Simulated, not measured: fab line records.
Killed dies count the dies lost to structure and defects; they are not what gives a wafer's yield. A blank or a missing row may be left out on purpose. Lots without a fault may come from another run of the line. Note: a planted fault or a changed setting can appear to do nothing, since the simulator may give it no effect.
Which tool did it? | flow gf180mcu | Sampling: 11 lots, 33 wafers, 5 of 602 route steps

== WHAT THE GAUGES SHOWED, per wafer ==
GF_MIM_THK_MEAS_11: measures by xrf. Usual: MIM_ALCU_THK gives 199.3 nm (standard deviation 2.2).
lot  | measured     | on            | MIM_ALCU_THK (nm) | flag
L916 | day 25 02:31 | film_metro-03 | 202.8 200.9 201.1 |
L917 | day 25 06:55 | film_metro-02 | 198.9 197.2 199.0 |
L920 | day 26 03:37 | film_metro-02 | 198.5 197.2 198.4 |
L919 | day 26 03:38 | film_metro-01 | 200.9 198.4 199.3 |
L926 | day 28 02:43 | film_metro-03 | 201.1 198.7 202.3 |
L928 | day 28 17:44 | film_metro-03 | 194.6 200.5 199.0 |
L929 | day 28 22:39 | film_metro-02 | 202.5 197.1 198.0 |
L931 | day 29 14:43 | film_metro-01 | 198.7 197.7 197.6 |
L936 | day 30 19:28 | film_metro-02 | 199.0 200.5 200.4 |
L937 | day 31 06:38 | film_metro-03 | 200.3 198.7 199.5 |
L938 | day 31 13:42 | film_metro-03 | 198.1 197.2 200.3 |

GF_PASSIVATION_THK_MEAS_01. Usual: PASSIVATION_CVD_00_THK gives 996 nm (standard deviation 13).
lot  | measured     | on            | PASSIVATION_CVD_00_THK (nm) | flag
L916 | day 28 16:58 | film_metro-03 | 1003 1015 1004              |
L917 | day 28 21:12 | film_metro-03 | 998 991 991                 |
L920 | day 29 14:47 | film_metro-03 | 977 974 1001                |
L919 | day 29 15:43 | film_metro-03 | 995 998 992                 |
L926 | day 31 10:45 | film_metro-01 | 998 1002 1734 998 1003 1732 | OFF
L928 | day 31 23:34 | film_metro-03 | 992 1700 994 990 1702 994   | OFF
L929 | day 32 04:20 | film_metro-03 | 983 981 994                 |
L931 | day 32 16:37 | film_metro-01 | 994 1009 1004               |
L936 | day 33 17:44 | film_metro-01 | 974 989 1011                |
L937 | day 34 03:07 | film_metro-04 | 978 999 989                 |
L938 | day 34 09:13 | film_metro-04 | 982 997 981                 |

== WHAT TOOL EACH LOT RAN ON (gives the tool, then ch and the chambers of the sampled wafers, and finally the start) ==
lot  | GF_MIM_METAL_ETCH_19              | GF_V5_ETCH_16                      | GF_PASSIVATION_CVD_00
L916 | rie_metal-03 ch 0,1, day 25 23:21 | rie_diel-03 ch 0,1, day 27 18:27   | pecvd-03 ch 0,1,2, day 28 16:53
L917 | rie_metal-03 ch 0, day 26 03:26   | rie_diel-03 ch 1,3, day 27 23:13   | pecvd-03 ch 0,1,2, day 28 21:07
L920 | rie_metal-01 ch 0,1, day 26 23:51 | rie_diel-04 ch 0,1,3, day 28 16:49 | pecvd-03 ch 0,1, day 29 14:43
L919 | rie_metal-02 ch 0,1, day 27 00:08 | rie_diel-04 ch 1,2,3, day 28 18:14 | pecvd-01 ch 0,1, day 29 15:38
L926 | rie_metal-01 ch 0, day 28 22:22   | rie_diel-04 ch 0,1,2, day 30 14:46 | pecvd-03 ch 0,2, day 31 10:40
L928 | rie_metal-02 ch 0,1, day 29 12:41 | rie_diel-03 ch 0,2,3, day 31 03:23 | pecvd-03 ch 0,1,2, day 31 23:29
L929 | rie_metal-01 ch 0,1, day 29 17:44 | rie_diel-04 ch 0,2,3, day 31 08:20 | pecvd-04 ch 1,2, day 32 04:16
L931 | rie_metal-02 ch 0,1, day 30 08:38 | rie_diel-02 ch 0,3, day 31 21:44   | pecvd-01 ch 0,1, day 32 16:32
L936 | rie_metal-03 ch 0,1, day 31 12:25 | rie_diel-03 ch 2,3, day 32 23:50   | pecvd-04 ch 0,2, day 33 17:38
L937 | rie_metal-01 ch 0,1, day 31 23:14 | rie_diel-04 ch 0,1,2, day 33 09:26 | pecvd-04 ch 0,1, day 34 03:01
L938 | rie_metal-01 ch 0,1, day 32 06:15 | rie_diel-02 ch 0,1, day 33 15:32   | pecvd-04 ch 0,2, day 34 09:08
- GF_MIM_METAL_ETCH_19: etches the open film in Cl2/BCl3, stops on Si3N4, target depth 324.5 nm, time 54.1 s.
- GF_V5_ETCH_16: etches BARC in N2/H2.
- GF_PASSIVATION_CVD_00: deposits SiO2 from TEOS, target thk 1000 nm, time 111.95 s.

== WHAT THE TOOLS THEMSELVES READ (means of the sampled wafers that have a number; where no wafer has one, the mark that the record gives instead) ==
GF_MIM_METAL_ETCH_19. Usual: chamber_pressure_mTorr 8.000 mTorr, standard deviation 0.0077; drypump_motor_current_A 6.0 A, standard deviation 0.43; he_backside_leak_sccm 3.4 sccm, standard deviation 0.33; mfc_cl2_sccm 80.04 sccm, standard deviation 0.23; oes_product_au 0.940 a.u., standard deviation 0.0063; throttle_valve_pct 28.285 %, standard deviation 0.01.
lot  | tool         | chamber_pressure_mTorr (mTorr) | drypump_motor_current_A (A) | he_backside_leak_sccm (sccm) | mfc_cl2_sccm (sccm) | oes_product_au (a.u.) | throttle_valve_pct (%) | flag
L916 | rie_metal-03 | 7.998                          | 5.9                         | 3.6                          | 80.23               | 0.943                 | 28.292                 |
L917 | rie_metal-03 | 8.000                          | 5.7                         | 3.3                          | 79.80               | 0.940                 | 28.288                 |
L920 | rie_metal-01 | 8.004                          | 5.7                         | 3.4                          | 79.99               | 0.943                 | 28.288                 |
L919 | rie_metal-02 | 7.999                          | 6.2                         | 3.3                          | 80.27               | 0.941                 | 28.278                 |
L926 | rie_metal-01 | 8.002                          | 6.5                         | 3.4                          | 80.04               | 0.941                 | 28.286                 |
L928 | rie_metal-02 | 8.007                          | 6.2                         | 3.3                          | 80.01               | 0.930                 | 28.286                 |
L929 | rie_metal-01 | 7.998                          | 5.6                         | 3.6                          | 80.17               | 0.940                 | 28.279                 |
L931 | rie_metal-02 | 7.998                          | 6.2                         | 3.3                          | 80.04               | 0.930                 | 28.291                 |
L936 | rie_metal-03 | 7.999                          | 6.0                         | 3.5                          | 80.27               | 0.943                 | 28.289                 |
L937 | rie_metal-01 | 7.997                          | 6.1                         | 3.4                          | 79.86               | 0.947                 | 28.280                 |
L938 | rie_metal-01 | 8.000                          | 6.1                         | 3.4                          | 80.12               | 0.936                 | 28.295                 |

GF_V5_ETCH_16. Usual: chamber_pressure_mTorr 30.002 mTorr, standard deviation 0.029; drypump_motor_current_A 5.5 A, standard deviation 0.44; h2_flow_sccm 200.1 sccm, standard deviation 0.61; oes_product_au 0.856 a.u., standard deviation 0.0052; throttle_valve_pct 13.225 %, standard deviation 0.0097.
lot  | tool        | chamber_pressure_mTorr (mTorr) | drypump_motor_current_A (A) | h2_flow_sccm (sccm) | oes_product_au (a.u.) | throttle_valve_pct (%) | flag
L916 | rie_diel-03 | 30.029                         | 5.6                         | 200.3               | 0.854                 | 13.222                 |
L917 | rie_diel-03 | 29.991                         | 5.4                         | 200.4               | 0.855                 | 13.222                 |
L920 | rie_diel-04 | 30.002                         | 5.7                         | 199.6               | 0.860                 | 13.220                 |
L919 | rie_diel-04 | 30.004                         | 5.5                         | 199.9               | 0.859                 | 13.225                 |
L926 | rie_diel-04 | 29.991                         | 5.8                         | 200.6               | 0.853                 | 13.235                 |
L928 | rie_diel-03 | 30.009                         | 5.4                         | 200.4               | 0.852                 | 13.228                 |
L929 | rie_diel-04 | 29.983                         | 5.8                         | 200.6               | 0.847                 | 13.238                 |
L931 | rie_diel-02 | 29.986                         | 5.4                         | 200.1               | 0.855                 | 13.222                 |
L936 | rie_diel-03 | 29.984                         | 4.9                         | 200.0               | 0.855                 | 13.228                 |
L937 | rie_diel-04 | 30.017                         | 5.7                         | 200.5               | 0.857                 | 13.214                 |
L938 | rie_diel-02 | 29.996                         | 5.8                         | 200.3               | 0.852                 | 13.218                 |

GF_PASSIVATION_CVD_00. Usual: heater_power_w 677 W, standard deviation 110; run_length_s 139.8 s, standard deviation 0.43.
lot  | tool     | heater_power_w (W) | run_length_s (s) | flag
L916 | pecvd-03 | 612                | 139.7            |
L917 | pecvd-03 | 596                | 139.9            |
L920 | pecvd-03 | 674                | 139.9            |
L919 | pecvd-01 | 607                | 139.6            |
L926 | pecvd-03 | 604                | 167.0            | OFF
L928 | pecvd-03 | 643                | 166.6            | OFF
L929 | pecvd-04 | 637                | 140.4            |
L931 | pecvd-01 | 701                | 139.7            |
L936 | pecvd-04 | 694                | 139.7            |
L937 | pecvd-04 | 660                | 140.1            |
L938 | pecvd-04 | 683                | 140.1            |

== THE ANSWER, worked out from the rows above alone ==
Rule: take the mean of a lot's wafers that have a number; if it is more than 3 standard deviations from the usual mean, the lot is off. A lot without any number at a reading at which 4 lots or more have one is off too. All remaining lots with rows at the step are treated as sound. The gauges are gone through in route order, then the tools' own readings, and for those a lot's mean is taken as printed above. The first step at which some lot is off is used, and at that step the reading that is off furthest; a lot without a number counts as furthest.
Off: L926, L928, at GF_PASSIVATION_THK_MEAS_01 (PASSIVATION_CVD_00_THK).
If a tool, at a process step before that reading, ran all the lots that are off and no sound lot after the first of them, it fits. Not tried: the gauges at GF_PASSIVATION_THK_MEAS_01; whatever is off there is also off at GF_PASSIVATION_CVD_00, on other tools, and gauge error can't account for it. One candidate fits, namely pecvd-03 at GF_PASSIVATION_CVD_00. Its last sound lot is L920 (day 29 14:43), its first lot that is off L926 (day 31 10:40): a fault that began between those two fits.
The tool's own readings at GF_PASSIVATION_CVD_00 bear it out: on the lots that are off they differ by more than 5 times the standard deviation of the sound lots' means. run_length_s reads 166.8 s there against 139.9 s on the sound lots.

== WHAT THE SIMULATOR HAD INSERTED ==
pecvd-03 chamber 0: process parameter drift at GF_PASSIVATION_CVD_00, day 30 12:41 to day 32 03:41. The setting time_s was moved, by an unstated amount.
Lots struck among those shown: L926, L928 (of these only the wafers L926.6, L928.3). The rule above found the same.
